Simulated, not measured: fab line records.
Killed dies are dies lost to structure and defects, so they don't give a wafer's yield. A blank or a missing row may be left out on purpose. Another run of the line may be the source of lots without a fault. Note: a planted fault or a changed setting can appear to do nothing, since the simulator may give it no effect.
Comparing a struck lot with a sound one ; flow sky130 ; 14 steps out of a route of 708
Sound: the wafers L568.1, L568.4, L568.5. Struck: wafers L583.3, L583.4, L583.5. The cause comes at the end.
Each step with rows lists, per side, the tool, then ch with its chambers, then its first start. Under that, the readings that differ: sound wafers ; struck wafers ; difference of the means ; sigmas: that difference in standard deviations of wafers without a fault.
alike: readings whose means differ by less than 2 such deviations, and words and numbers that are the same on both sides. not compared: withheld readings, readings that some wafer has no value for, bounds like >300 that may hide the same value, and numbers for which the record gives no deviation and whose values overlap.
The two part at a step that has a row with sigmas, a row that says differs or no value, or rows on one side only. Numbers that have no deviation but don't overlap get no sigmas and don't part them. Lack of a reading on every wafer of one side parts them only where that side has two or more wafers.

first, 4 steps without rows for these wafers: SKY_METAL3_STRIP_20 (strips in post etch residue remover, time 1200 s); SKY_METAL3_CLEAN_21 (cleans in IPA, time 180 s); SKY_METAL3_CLEAN_22 (cleans in O3/DIW); SKY_VIA3_HDPCVD_00 (deposits SiO2, target thk 1635 nm, time 272.5 s).
SKY_VIA3_THK_MEAS_01:
  struck on filmMetro-04, day 44 05:38; sound on filmMetro-04, day 39 20:57
  alike: VIA3_HDPCVD_THK
SKY_VIA3_CMP_02: polishes SiO2.
  sound on cmp-01 ch 0,2, day 39 21:02; struck on cmp-01 ch 0,1,2, day 44 05:47
  alike: motorCurrentA
SKY_VIA3_BOW_MEAS_03:
  struck on filmMetro-03, day 44 06:04; sound on filmMetro-04, day 39 21:20
  alike: VIA3_BOW
then, 5 steps without rows for these wafers: SKY_VIA3_DEHYDRATE_04 (time 60 s); SKY_VIA3_HMDS_05 (prime time 60 s); SKY_VIA3_COAT_06 (resist thk 60 nm); SKY_VIA3_COAT_07 (resist thk 450 nm); SKY_VIA3_SOFTBAKE_08 (time 90 s).
SKY_VIA3_EXPOSE_09: exposes mask VIM3, target cd 200 nm.
  struck on krfScanner-01, day 44 16:43; sound on krfScanner-01 ch 0, day 40 09:55
  no value came back on the struck wafers for exposureDoseMJCm2, focusOffsetNm (nm), stageVelMmS (mm/s); on the sound wafers exposureDoseMJCm2 reads 38.03 38.00 37.97
  alike: mask
after that, 1 step had no rows for these wafers: SKY_VIA3_PEB_10.

WHERE THEY PART
Within this record, at SKY_VIA3_EXPOSE_09 only.

WHY: the cause the simulator had injected
Skipped step whole: krfScanner-01, from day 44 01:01 on, at SKY_VIA3_EXPOSE_09. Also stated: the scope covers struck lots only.
